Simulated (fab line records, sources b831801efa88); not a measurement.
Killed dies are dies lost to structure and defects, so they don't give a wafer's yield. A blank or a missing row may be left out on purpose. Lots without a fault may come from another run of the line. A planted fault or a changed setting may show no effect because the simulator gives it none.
Chamber matching | flow gf180mcu | GF_V4_ETCH_16 on rie_diel-04: 4 sister chambers
The step etches BARC in N2/H2. 4 wafers are shown with their chamber, then 7 later ones without.

WAFERS WITH THEIR CHAMBER
wafer  | chamber | drypump_motor_current_A (A)
L122.1 | 1       | 6.1
L122.5 | 3       | 6.1
L132.2 | 2       | 6.3
L132.4 | 0       | 6.4

WAFERS WITHOUT THEIR CHAMBER
wafer  | drypump_motor_current_A (A)
L132.5 | 6.3
L135.1 | 6.3
L135.5 | 6.0
L135.6 | 6.4
L139.1 | 6.0
L139.4 | 6.3
L139.5 | 6.1

WHICH CHAMBER EACH WENT THROUGH
wafer  | from the rows above     | in truth
L132.5 | can't be placed: 2 or 0 | 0
L135.1 | can't be placed: 2 or 0 | 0
L135.5 | can't be placed: 1 or 3 | 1
L135.6 | can't be placed: 0 or 2 | 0
L139.1 | can't be placed: 1 or 3 | 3
L139.4 | can't be placed: 2 or 0 | 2
L139.5 | can't be placed: 1 or 3 | 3
Placed correctly: 0 of 7. Can't be placed from these rows: 7 (the true chamber is among the candidates in 7). Placed wrongly: 0.
How it was worked out, from the rows above alone: a wafer's distance from a chamber is the root of the sum, over the readings, of the square of ((its reading less the chamber's mean) divided by the reading's scatter). The wafer belongs to the nearest chamber; if the next one is less than 2 further off, it can't be placed. A chamber's mean is the mean of its shown wafers. The scatter: with one shown wafer a chamber, the root of the mean of the squares of how far each hidden wafer lies from its nearest shown one.
